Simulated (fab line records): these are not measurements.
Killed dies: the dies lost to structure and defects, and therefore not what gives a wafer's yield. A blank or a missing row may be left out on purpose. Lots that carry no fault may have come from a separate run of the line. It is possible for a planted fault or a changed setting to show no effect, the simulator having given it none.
Which of the tools did it? | flow sky130 | 72 wafers from 24 lots sampled at 6 of the route's 708 steps

## WHAT THE GAUGES SHOWED, per wafer
SKY_VIA2_CD_MEAS_12: the cd target is 200 nm.
lot  | measured     | on        | cd nm (nm)
L074 | day 36 20:56 | cd sem-02 | 200.3 199.7 200.2
L075 | day 36 22:57 | cd sem-01 | 200.3 201.0 200.4
L076 | day 37 00:24 | cd sem-01 | 199.0 198.7 198.0
L077 | day 37 01:50 | cd sem-02 | 199.0 198.4 198.6
L078 | day 37 13:32 | cd sem-02 | 198.9 199.6 199.0
L079 | day 37 20:35 | cd sem-02 | 200.4 202.1 202.8
L080 | day 38 03:14 | cd sem-02 | 200.9 199.1 200.0
L081 | day 38 11:56 | cd sem-01 | 199.1 198.8 200.7
L082 | day 38 21:09 | cd sem-02 | 198.4 200.3 198.5
L083 | day 39 03:20 | cd sem-02 | 201.7 200.7 200.0
L084 | day 39 10:12 | cd sem-01 | 201.4 199.7 200.9
L085 | day 39 15:35 | cd sem-02 | 198.9 199.5 200.3
L086 | day 39 21:49 | cd sem-01 | 199.6 199.3 199.6
L087 | day 40 10:06 | cd sem-01 | 200.4 199.9 200.1
L088 | day 40 12:01 | cd sem-02 | 200.2 201.2 201.3
L089 | day 40 17:20 | cd sem-01 | 199.1 199.1 199.3
L090 | day 41 04:15 | cd sem-02 | 201.3 199.7 202.3
L091 | day 41 07:25 | cd sem-01 | 201.7 200.4 201.8
L092 | day 41 19:44 | cd sem-02 | 197.5 197.4 197.2
L093 | day 42 05:16 | cd sem-02 | 199.0 199.2 198.5
L094 | day 42 12:28 | cd sem-02 | 201.1 200.5 200.4
L095 | day 43 03:56 | cd sem-01 | 199.8 198.8 200.0
L096 | day 43 04:17 | cd sem-02 | 202.1 200.9 200.5
L097 | day 43 18:56 | cd sem-01 | 199.3 200.6 201.5

SKY_VIA2_THK_MEAS_23: measures by xrf.
lot  | measured     | on            | VIA2_W_THK (nm)
L074 | day 36 22:14 | film metro-02 | 437 434 442
L075 | day 37 00:11 | film metro-03 | 420 425 417
L076 | day 37 01:59 | film metro-03 | 421 423 423
L077 | day 37 03:05 | film metro-03 | 426 427 425
L078 | day 37 14:43 | film metro-03 | 422 423 422
L079 | day 37 21:44 | film metro-04 | 434 438 428
L080 | day 38 04:23 | film metro-02 | 436 422 431
L081 | day 38 13:06 | film metro-04 | 434 442 435
L082 | day 38 22:19 | film metro-04 | 436 440 435
L083 | day 39 04:30 | film metro-02 | 431 430 431
L084 | day 39 11:22 | film metro-03 | 430 429 432
L085 | day 39 16:43 | film metro-02 | 430 426 424
L086 | day 39 22:58 | film metro-04 | 441 446 446
L087 | day 40 11:16 | film metro-04 | 438 436 445
L088 | day 40 13:10 | film metro-02 | 426 426 432
L089 | day 40 18:31 | film metro-04 | 438 436 437
L090 | day 41 05:25 | film metro-02 | 427 422 427
L091 | day 41 08:36 | film metro-02 | 424 425 425
L092 | day 41 20:55 | film metro-02 | 428 428 429
L093 | day 42 06:25 | film metro-04 | 443 435 430
L094 | day 42 13:37 | film metro-03 | 417 428 416
L095 | day 43 05:05 | film metro-02 | 435 430 426
L096 | day 43 05:26 | film metro-04 | 437 436 434
L097 | day 43 20:04 | film metro-04 | 435 437 432

SKY_CAP2M_THK_MEAS_04: measures by xrf.
lot  | measured     | on            | CAP2M_TIN_THK (nm)
L074 | day 40 06:52 | film metro-03 | 203.2 206.9 207.9
L075 | day 40 08:15 | film metro-02 | 207.7 206.6 206.7
L076 | day 40 09:04 | film metro-01 | 204.7 203.0 205.4
L077 | day 40 09:23 | film metro-01 | 202.7 207.3 204.9
L078 | day 40 21:20 | film metro-01 | 208.4 201.5 206.4
L079 | day 41 04:08 | film metro-01 | 204.0 203.2 205.3
L080 | day 41 10:40 | film metro-03 | 209.0 206.8 210.4
L081 | day 41 18:14 | film metro-01 | 206.1 201.2 203.6
L082 | day 42 02:53 | film metro-01 | 202.3 202.0 203.6
L083 | day 42 09:07 | film metro-02 | 205.9 207.2 206.2
L084 | day 42 15:54 | film metro-01 | 205.6 206.7 206.7
L085 | day 42 20:42 | film metro-03 | 207.0 205.4 207.0
L086 | day 43 02:17 | film metro-02 | 208.5 207.9 208.1
L087 | day 43 14:52 | film metro-01 | 206.1 203.8 206.0
L088 | day 43 16:07 | film metro-02 | 204.8 205.7 204.3
L089 | day 43 20:29 | film metro-03 | 201.2 203.1 202.8
L090 | day 44 07:20 | film metro-03 | 204.8 205.3 205.8
L091 | day 44 10:08 | film metro-02 | 208.1 206.2 207.9
L092 | day 44 22:04 | film metro-02 | 204.8 206.7 207.0
L093 | day 45 06:16 | film metro-02 | 204.4 204.6 206.5
L094 | day 45 12:10 | film metro-02 | 205.8 207.2 207.6
L095 | day 46 04:13 | film metro-02 | 211.4 211.6 210.2
L096 | day 46 04:39 | film metro-01 | 203.1 201.3 204.4
L097 | day 46 17:02 | film metro-02 | 208.2 208.3 207.1

## WHAT TOOL EACH LOT RAN ON (gives the tool, then ch and the chambers of the sampled wafers, and finally the start)
lot  | SKY_VIA1_CVD_21               | SKY_METAL2_SPUTTER_04        | SKY_VIA3_CMP_02
L074 | cvd w-01 ch 0,1, day 34 15:26 | pvd sputter-02, day 34 16:06 | cmp-01 ch 0,3, day 39 04:38
L075 | cvd w-01 ch 0,1, day 34 17:44 | pvd sputter-02, day 34 18:23 | cmp-01 ch 0,1,2, day 39 05:05
L076 | cvd w-01 ch 0,1, day 34 18:04 | pvd sputter-04, day 34 18:44 | cmp-01 ch 0,2, day 39 05:54
L077 | cvd w-01 ch 0,1, day 34 20:28 | pvd sputter-03, day 34 21:08 | cmp-01 ch 2,3, day 39 06:17
L078 | cvd w-01 ch 0,1, day 35 07:40 | pvd sputter-04, day 35 08:17 | cmp-02 ch 0,1,3, day 39 19:12
L079 | cvd w-01 ch 0,1, day 35 14:31 | pvd sputter-04, day 35 15:08 | cmp-02 ch 1,2, day 40 01:30
L080 | cvd w-01 ch 0,1, day 35 20:53 | pvd sputter-02, day 35 21:34 | cmp-02 ch 0,1,3, day 40 08:28
L081 | cvd w-01 ch 0,1, day 36 06:36 | pvd sputter-02, day 36 07:16 | cmp-02 ch 1,2,3, day 40 16:54
L082 | cvd w-02 ch 0,1, day 36 16:35 | pvd sputter-02, day 36 17:14 | cmp-01 ch 0,1,3, day 41 00:37
L083 | cvd w-01 ch 0,1, day 36 21:53 | pvd sputter-02, day 36 22:32 | cmp-01 ch 0,2,3, day 41 06:47
L084 | cvd w-02 ch 0,1, day 37 05:56 | pvd sputter-02, day 37 06:36 | cmp-01 ch 0,3, day 41 14:05
L085 | cvd w-01 ch 0,1, day 37 11:11 | pvd sputter-04, day 37 11:50 | cmp-01 ch 0,2,3, day 41 18:50
L086 | cvd w-01 ch 0,1, day 37 17:28 | pvd sputter-03, day 37 18:06 | cmp-02 ch 0,2, day 42 00:17
L087 | cvd w-01 ch 0, day 38 07:56   | pvd sputter-02, day 38 08:35 | cmp-01 ch 1,3, day 42 13:23
L088 | cvd w-02 ch 0,1, day 38 08:28 | pvd sputter-04, day 38 09:06 | cmp-01 ch 1,2, day 42 14:50
L089 | cvd w-02 ch 0,1, day 38 14:50 | pvd sputter-03, day 38 15:29 | cmp-02 ch 0,1,3, day 42 19:32
L090 | cvd w-02 ch 0,1, day 39 00:20 | pvd sputter-03, day 39 01:00 | cmp-02 ch 0,2,3, day 43 06:40
L091 | cvd w-02 ch 0,1, day 39 04:55 | pvd sputter-03, day 39 05:35 | cmp-02 ch 0,3, day 43 09:29
L092 | cvd w-01 ch 0,1, day 39 17:35 | pvd sputter-03, day 39 18:15 | cmp-01 ch 0,2,3, day 43 22:02
L093 | cvd w-02 ch 0,1, day 40 04:01 | pvd sputter-02, day 40 04:44 | cmp-02 ch 2,3, day 44 06:18
L094 | cvd w-01 ch 0,1, day 40 11:11 | pvd sputter-03, day 40 11:49 | cmp-02 ch 0,2, day 44 12:52
L095 | cvd w-02 ch 0,1, day 41 00:35 | pvd sputter-02, day 41 01:16 | cmp-01 ch 0,1,3, day 45 03:59
L096 | cvd w-02 ch 1, day 41 02:43   | pvd sputter-04, day 41 03:23 | cmp-01 ch 0,1, day 45 04:38
L097 | cvd w-02 ch 0,1, day 41 17:52 | pvd sputter-03, day 41 18:29 | cmp-01 ch 0,1,3, day 45 18:40
- SKY_VIA1_CVD_21: deposits W, target thk 270 nm, time 80.902 s.
- SKY_METAL2_SPUTTER_04: material TiN, target thk 70 nm, time 58.3 s.
- SKY_VIA3_CMP_02: polishes SiO2.

## WHAT THE TOOLS THEMSELVES READ (means of the sampled wafers that have a number; where no wafer has one, the mark that the record gives instead)
SKY_VIA1_CVD_21.
lot  | tool     | heater power w (W)
L074 | cvd w-01 | 886
L075 | cvd w-01 | 840
L076 | cvd w-01 | 873
L077 | cvd w-01 | 859
L078 | cvd w-01 | 843
L079 | cvd w-01 | 870
L080 | cvd w-01 | 877
L081 | cvd w-01 | 831
L082 | cvd w-02 | 957
L083 | cvd w-01 | 871
L084 | cvd w-02 | 965
L085 | cvd w-01 | 842
L086 | cvd w-01 | 895
L087 | cvd w-01 | 909
L088 | cvd w-02 | 972
L089 | cvd w-02 | 966
L090 | cvd w-02 | 897
L091 | cvd w-02 | 954
L092 | cvd w-01 | 803
L093 | cvd w-02 | 962
L094 | cvd w-01 | 819
L095 | cvd w-02 | 945
L096 | cvd w-02 | 832
L097 | cvd w-02 | 976

SKY_METAL2_SPUTTER_04.
lot  | tool           | throttle valve pct (%)
L074 | pvd sputter-02 | 29.3
L075 | pvd sputter-02 | 29.5
L076 | pvd sputter-04 | 30.0
L077 | pvd sputter-03 | 29.7
L078 | pvd sputter-04 | 29.8
L079 | pvd sputter-04 | 29.7
L080 | pvd sputter-02 | 29.3
L081 | pvd sputter-02 | 29.1
L082 | pvd sputter-02 | 29.2
L083 | pvd sputter-02 | 29.3
L084 | pvd sputter-02 | 29.1
L085 | pvd sputter-04 | 30.1
L086 | pvd sputter-03 | 28.7
L087 | pvd sputter-02 | 28.9
L088 | pvd sputter-04 | 29.3
L089 | pvd sputter-03 | 29.8
L090 | pvd sputter-03 | 29.2
L091 | pvd sputter-03 | 29.4
L092 | pvd sputter-03 | 28.9
L093 | pvd sputter-02 | 28.7
L094 | pvd sputter-03 | 29.2
L095 | pvd sputter-02 | 29.2
L096 | pvd sputter-04 | 29.3
L097 | pvd sputter-03 | 29.7

SKY_VIA3_CMP_02.
lot  | tool   | motor current A (A) | retaining ring pressure frac
L074 | cmp-01 | 12.4                | 0.995
L075 | cmp-01 | 11.5                | 1.001
L076 | cmp-01 | 12.2                | 0.996
L077 | cmp-01 | 11.5                | 1.001
L078 | cmp-02 | 12.3                | 0.996
L079 | cmp-02 | 11.6                | 1.000
L080 | cmp-02 | 11.4                | 0.996
L081 | cmp-02 | 11.8                | 1.003
L082 | cmp-01 | 12.1                | 1.000
L083 | cmp-01 | 11.9                | 0.997
L084 | cmp-01 | 12.2                | 0.996
L085 | cmp-01 | 11.9                | 0.997
L086 | cmp-02 | 10.4                | 1.005
L087 | cmp-01 | 12.1                | 1.005
L088 | cmp-01 | 11.0                | 1.001
L089 | cmp-02 | 11.8                | 1.000
L090 | cmp-02 | 11.4                | 0.997
L091 | cmp-02 | 12.7                | 1.005
L092 | cmp-01 | 11.8                | 1.001
L093 | cmp-02 | 11.7                | 0.998
L094 | cmp-02 | 10.5                | 0.995
L095 | cmp-01 | 11.8                | 1.000
L096 | cmp-01 | 12.0                | 0.992
L097 | cmp-01 | 11.8                | 1.004

## THE ANSWER, worked out from the rows above alone
Rule: the lots themselves supply what counts as usual. Put in order of their means at a reading, lots are off if they are a third of the lots or fewer, leave a main group of 4 or more, and stand apart from it by a gap of 3 or more times the standard deviation of the main group's means; of several such gaps the widest counts. A main group whose means are all the same, to the digits that the tables above print for the reading, isn't used. Also off: a lot with no number at a reading for which 4 or more lots have one. All remaining lots with rows at the step are treated as sound. The gauges are gone through in route order, then the tools' own readings, and for those a lot's mean is taken as printed above. The first step at which some lot is off is used, and at that step the reading that is off furthest; a lot without a number counts as furthest.
No lot is off on any of the readings shown, so nothing can be concluded from this.

## WHAT THE SIMULATOR HAD PUT IN
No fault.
